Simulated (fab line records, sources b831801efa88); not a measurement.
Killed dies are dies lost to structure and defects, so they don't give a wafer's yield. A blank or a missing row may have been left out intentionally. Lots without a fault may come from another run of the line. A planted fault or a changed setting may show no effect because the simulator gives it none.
Problem report in the 8D (eight disciplines) form, filled by code / flow sky130 / the parts of the form that need people (team, actions taken, sign-off) are left out

1. PROBLEM STATEMENT
Mean NWELL_2_TW at SKY_NWELL_TW_MEAS_26: 465 over 4 wafers in 3 lots; fault-free wafers: 502, standard deviation 4. Measured from the usual mean, that is -9.3 standard deviations.
Earliest sighting: wafer L439.3 on filmMetro-04 at day 9 04:36. At this step, 37 wafers from 13 lots have a number in the record. By rule, "out" or "out of limits" means more than 4 standard deviations away from the usual mean. All remaining wafers that have a number are taken as sound.

2. WHAT IT IS; WHAT IT IS NOT
question=which readings at this step | is=NWELL_2_TW | is not=-
question=which lots | is=L439, L440, L441 | is not=L423, L424, L426, L428, L430, L433, L442, L443, L444, L445
question=which wafers of those lots | is=L439.3, L439.4, L440.4, L441.4 | is not=L439.1, L440.6, L441.2
question=read on which gauges | is=filmMetro-02, filmMetro-04 | is not=filmMetro-01
question=when | is=from day 9 04:36 | is not=up to then (19 sound wafers); but 14 sound wafers of L440, L441, L442, L443, L444, L445 came after

3. THE SUSPECTS, EACH WITH WHAT RULES IT OUT
Counting: if a tool at a process step up to the reading ran every lot that is out, it stays a suspect. Sound lots after the first of them don't rule it out here, since some wafers of a struck lot are sound.
- ruled out: the gauge at SKY_NWELL_TW_MEAS_26. Those wafers that are out were read across 2 gauges (filmMetro-02, filmMetro-04).
- implanter-01 at SKY_NWELL_IMPLANT_24: kept. It ran every lot that is out, first L439 (day 9 04:21); its last sound lot up to then is L430 (day 6 22:35). Its own beamOnS, faradayCurrentUA readings are out on those wafers.
After counting, what remains is implanter-01 at SKY_NWELL_IMPLANT_24.

4. THE CAUSE (what the simulator had put in)
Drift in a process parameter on implanter-01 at SKY_NWELL_IMPLANT_24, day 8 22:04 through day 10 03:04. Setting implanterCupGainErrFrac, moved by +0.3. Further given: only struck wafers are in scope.
The count eliminated every tool but this one.

5. THE CHAIN OF EFFECTS, in route order
Each row: a reading whose mean over the struck wafers that have a number lies more than 3 standard deviations from the usual. Only readings for which the record gives a usual standard deviation are gone through. hours: the time from each lot's start at the first step in this table that gives one to its start at this step, as a median over the lots. sigmas: the change in usual standard deviations.
hours=0; step=SKY_NWELL_IMPLANT_24; reading=beamOnS; usual=9.99 s; on struck wafers=7.59; change=-2.40; sigmas=-11
hours=0; step=SKY_NWELL_IMPLANT_24; reading=faradayCurrentUA; usual=52.0; on struck wafers=68.4; change=+16.4; sigmas=+15
hours=0; step=SKY_NWELL_TW_MEAS_26; reading=NWELL_2_TW; usual=502; on struck wafers=465; change=-37; sigmas=-9.3
Here are the process steps it includes:
- SKY_NWELL_IMPLANT_24

6. WHAT WOULD HAVE CAUGHT IT SOONER
The first out-of-limits reading at a measuring or inspecting step in this record came at day 9 04:36, 7 hours after the fault's start at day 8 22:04.
The tool's own readings at SKY_NWELL_IMPLANT_24 were out on every struck wafer that the step has a row for (beamOnS, faradayCurrentUA): an alarm limit on them would have fired on the first of those.
L440, L441, from the lots that are out (3), started SKY_NWELL_IMPLANT_24 on implanter-01 later than day 9 04:36. A hold on the tool at that time would have spared those 2.
